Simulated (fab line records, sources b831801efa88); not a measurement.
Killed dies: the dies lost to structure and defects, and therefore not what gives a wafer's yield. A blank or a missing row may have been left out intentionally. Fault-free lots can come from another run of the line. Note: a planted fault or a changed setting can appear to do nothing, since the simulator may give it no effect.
The tool behind it: which one? | flow gf180mcu | 33 wafers from 11 lots sampled at 4 of the route's 602 steps

## WHAT THE GAUGES READ, wafer by wafer
GF_CONTACT_THK_MEAS_26: measures by xrf. Usual: CONTACT_W_THK gives 297 nm (standard deviation 4.2).
lot  | measured     | on            | CONTACT_W_THK (nm) | flag
L639 | day 16 05:32 | film metro-01 | 304 294 301        |
L640 | day 16 17:03 | film metro-04 | 298 298 299        |
L641 | day 16 20:46 | film metro-04 | 292 288 294        |
L642 | day 17 07:47 | film metro-03 | 298 297 302        |
L646 | day 19 00:40 | film metro-03 | 289 296 293        |
L647 | day 19 06:38 | film metro-01 | 303 302 300        |
L654 | day 21 21:15 | film metro-03 | 291 290 292        |
L655 | day 22 06:55 | film metro-04 | 290 295 295        |
L656 | day 22 08:56 | film metro-03 | 297 296 295        |
L657 | day 22 16:47 | film metro-01 | 303 300 299        |
L659 | day 23 13:01 | film metro-03 | 303 299 300        |

GF_M2_THK_MEAS_06: measures by xrf. Usual: M2_ALCU_THK gives 456 nm (standard deviation 4.7).
lot  | measured     | on            | M2_ALCU_THK (nm) | flag
L639 | day 18 07:22 | film metro-02 | 459 452 453      |
L640 | day 18 19:36 | film metro-01 | 467 464 466      |
L641 | day 19 01:14 | film metro-02 | 454 451 458      |
L642 | day 19 11:24 | film metro-02 | 460 460 461      |
L646 | day 21 05:13 | film metro-03 | 456 462 457      |
L647 | day 21 10:59 | film metro-01 | 462 456 462      |
L654 | day 23 23:40 | film metro-02 | 453 466 461      |
L655 | day 24 07:41 | film metro-02 | 460 452 456      |
L656 | day 24 10:11 | film metro-02 | 452 453 453      |
L657 | day 24 17:08 | film metro-01 | 457 460 459      |
L659 | day 25 12:39 | film metro-02 | 451 457 456      |

## TOOL THAT RAN EACH LOT (tool first, then ch and the chambers of the sampled wafers, then the start)
lot  | GF_VT_IMPLANT_EXPOSE_04             | GF_V1_CMP_26
L639 | iline stepper-01 ch 0, day 5 07:57  | cmp-02 ch 0,2,3, day 18 06:46
L640 | iline stepper-02 ch 0, day 5 14:34  | cmp-02 ch 0,1,2, day 18 18:58
L641 | iline stepper-02 ch 0, day 5 21:28  | cmp-01 ch 1,2, day 19 00:34
L642 | iline stepper-02 ch 0, day 6 01:59  | cmp-01 ch 0,1, day 19 10:43
L646 | iline stepper-02 ch 0, day 7 05:25  | cmp-02 ch 0,1,2, day 21 04:34
L647 | iline stepper-02 ch 0, day 7 10:26  | cmp-02 ch 0,1,2, day 21 10:20
L654 | iline stepper-01 ch 0, day 9 04:05  | cmp-02 ch 0,1,2, day 23 23:02
L655 | iline stepper-01 ch 0, day 9 11:16  | cmp-01 ch 0,1, day 24 07:01
L656 | iline stepper-01 ch 0, day 9 16:43  | cmp-01 ch 2,3, day 24 09:32
L657 | iline stepper-01 ch 0, day 9 22:46  | cmp-02 ch 1,2,3, day 24 16:36
L659 | iline stepper-01 ch 0, day 10 11:56 | cmp-01 ch 1,2,3, day 25 12:01
- GF_VT_IMPLANT_EXPOSE_04: exposes mask LVPWELL LV AREA, target cd 600 nm.
- GF_V1_CMP_26: polishes, stops on SiO2, t overpolish 15 s, target thk 0 nm.

## WHAT THE TOOLS THEMSELVES READ (means of the sampled wafers that have a number; where no wafer has one, the mark that the record gives instead)
GF_VT_IMPLANT_EXPOSE_04. Usual: exposure dose mJ cm2 140.02, standard deviation 0.16; focus offset nm 0.1 nm, standard deviation 0.55.
lot  | tool             | exposure dose mJ cm2 | focus offset nm (nm) | flag
L639 | iline stepper-01 | 140.04               | 0.3                  |
L640 | iline stepper-02 | 139.95               | 0.3                  |
L641 | iline stepper-02 | 139.86               | 0.5                  |
L642 | iline stepper-02 | 139.96               | 0.0                  |
L646 | iline stepper-02 | 148.35               | 0.5                  | OFF
L647 | iline stepper-02 | 148.32               | -0.3                 | OFF
L654 | iline stepper-01 | 139.98               | -0.2                 |
L655 | iline stepper-01 | 140.29               | 0.5                  |
L656 | iline stepper-01 | 139.99               | -0.3                 |
L657 | iline stepper-01 | 140.00               | 0.5                  |
L659 | iline stepper-01 | 140.14               | 0.4                  |

GF_V1_CMP_26. Usual: motor current A 10.7 A, standard deviation 0.84; overpolish run s 15.001 s, standard deviation 0.0099; slurry filter dp kPa 13.49 kPa, standard deviation 0.12; time to endpoint s 87 s, standard deviation 4.
lot  | tool   | motor current A (A) | overpolish run s (s) | slurry filter dp kPa (kPa) | time to endpoint s (s) | flag
L639 | cmp-02 | 10.8                | 15.001               | 13.47                      | 85                     |
L640 | cmp-02 | 10.4                | 15.009               | 13.54                      | 86                     |
L641 | cmp-01 | 10.8                | 14.993               | 13.46                      | 90                     |
L642 | cmp-01 | 10.6                | 14.992               | 13.50                      | 91                     |
L646 | cmp-02 | 10.4                | 15.001               | 13.44                      | 87                     |
L647 | cmp-02 | 10.5                | 15.011               | 13.45                      | 84                     |
L654 | cmp-02 | 10.5                | 15.006               | 13.48                      | 86                     |
L655 | cmp-01 | 10.7                | 15.003               | 13.53                      | 91                     |
L656 | cmp-01 | 10.6                | 15.005               | 13.65                      | 87                     |
L657 | cmp-02 | 10.5                | 15.003               | 13.58                      | 82                     |
L659 | cmp-01 | 10.9                | 15.008               | 13.49                      | 89                     |

## THE ANSWER, worked out from the rows above alone
Rule: take the mean of a lot's wafers that have a number; if it is more than 3 standard deviations from the usual mean, the lot is off. Also off: a lot with no number at a reading for which 4 or more lots have one. All remaining lots with rows at the step are treated as sound. After the gauges, taken in route order, come the tools' own readings; for these a lot's mean is taken, as printed above. The first step at which some lot is off is used, and at that step the reading that is off furthest; a lot without a number counts as furthest.
Off at GF_VT_IMPLANT_EXPOSE_04 (exposure dose mJ cm2): L646, L647.
If a tool, at that step or one of the process steps before it, ran each lot that is off and ran no sound lot following the first of them, it fits. One candidate fits, namely iline stepper-02 at GF_VT_IMPLANT_EXPOSE_04. Its last sound lot is L642 (day 6 01:59), its first lot that is off L646 (day 7 05:25): a fault that began between those two fits.
On the lots that are off, the tool's own readings at GF_VT_IMPLANT_EXPOSE_04 differ by more than 5 times the standard deviation of the sound lots' means, which bears it out; exposure dose mJ cm2 reads 148.33 there versus 140.02 on the sound lots.

## WHAT HAD BEEN PUT IN BY THE SIMULATOR
Drift in process parameters on iline stepper-02 at GF_VT_IMPLANT_EXPOSE_04, starting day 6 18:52. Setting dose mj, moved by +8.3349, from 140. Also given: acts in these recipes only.
Struck lots among those shown: L646, L647. This agrees with what the rule above found.
